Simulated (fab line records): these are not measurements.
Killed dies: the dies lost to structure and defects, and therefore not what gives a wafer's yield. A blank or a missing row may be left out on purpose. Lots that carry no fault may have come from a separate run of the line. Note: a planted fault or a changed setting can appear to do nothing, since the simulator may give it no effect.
Which of the tools did it? | flow sky130 | 39 wafers from 13 lots sampled at 2 of the route's 708 steps

== WHAT THE GAUGES SHOWED, per wafer ==
SKY_CONTACT_THK_MEAS_01. Usual: CONTACT_CVD_00_THK gives 75.2 nm (standard deviation 0.86).
lot  | measured     | on            | CONTACT_CVD_00_THK (nm) | flag
L248 | day 30 11:35 | film-metro-02 | 74.3 75.2 75.5          |
L249 | day 30 21:51 | film-metro-01 | 74.5 75.9 75.7          |
L250 | day 30 23:04 | film-metro-02 | 74.0 75.0 74.6          |
L251 | day 31 07:41 | film-metro-02 | 75.1 75.2 76.7          |
L253 | day 31 23:09 | film-metro-03 | 74.0 74.8 75.6          |
L254 | day 32 08:11 | film-metro-01 | 73.5 75.0 75.0          |
L256 | day 33 03:02 | film-metro-02 | 75.6 74.7 75.5          |
L258 | day 33 18:21 | film-metro-01 | 74.8 75.8 75.6          |
L259 | day 34 05:53 | film-metro-01 | 76.1 76.7 77.0          |
L260 | day 34 09:14 | film-metro-03 | 75.1 75.0 74.5          |
L264 | day 35 21:05 | film-metro-01 | 74.6 73.5 75.6          |
L268 | day 36 23:17 | film-metro-02 | 75.4 75.4 76.4          |
L271 | day 37 20:54 | film-metro-02 | 73.3 75.6 75.9          |

SKY_CONTACT_OVL_MEAS_15. Usual: CONTACT_OVL gives 3 nm (standard deviation 5.9).
lot  | measured     | on         | CONTACT_OVL (nm) | flag
L248 | day 31 15:39 | overlay-01 | 6 14 6           |
L249 | day 32 02:24 | overlay-02 | -6 -6 -3         |
L250 | day 32 02:57 | overlay-01 | 6 6 13           |
L251 | day 32 11:33 | overlay-02 | 4 11 14          |
L253 | day 33 03:16 | overlay-01 | 6 4 11           |
L254 | day 33 12:22 | overlay-01 | 9 -1 -4          |
L256 | day 34 06:00 | overlay-01 | 10 6 12          |
L258 | day 34 21:25 | overlay-01 | 5 0 9            |
L259 | day 35 09:27 | overlay-02 | -3 3 -15         |
L260 | day 35 12:21 | overlay-02 | -6 1 -1          |
L264 | day 36 23:10 | overlay-02 | 8 -3 7           |
L268 | day 38 01:21 | overlay-01 | 1 -3 3           |
L271 | day 38 23:16 | overlay-01 | 1 5 6            |

== WHICH TOOL RAN EACH LOT (tool, then ch and the chambers of the sampled wafers, then the start) ==
No process step before these readings appears in the record.

== AS READ BY THE TOOLS THEMSELVES (means over the sampled wafers that have a number; for cases with no such wafer, the mark the record gives instead) ==
The record holds no such reading with a usual standard deviation.

== THE ANSWER, worked out from the rows above alone ==
Rule: take the mean of a lot's wafers that have a number; if it is more than 3 standard deviations from the usual mean, the lot is off. Also off: a lot with no number at a reading for which 4 or more lots have one. All remaining lots with rows at the step are treated as sound. Order of review: gauges by route order, followed by the tools' own readings, for which a lot's mean as printed above is used. At the first step where some lot is off, the reading lying furthest off is the one used; lots without a number count as furthest.
No lot is off at any reading shown: from this, nothing can be told.

== WHAT HAD BEEN PUT IN BY THE SIMULATOR ==
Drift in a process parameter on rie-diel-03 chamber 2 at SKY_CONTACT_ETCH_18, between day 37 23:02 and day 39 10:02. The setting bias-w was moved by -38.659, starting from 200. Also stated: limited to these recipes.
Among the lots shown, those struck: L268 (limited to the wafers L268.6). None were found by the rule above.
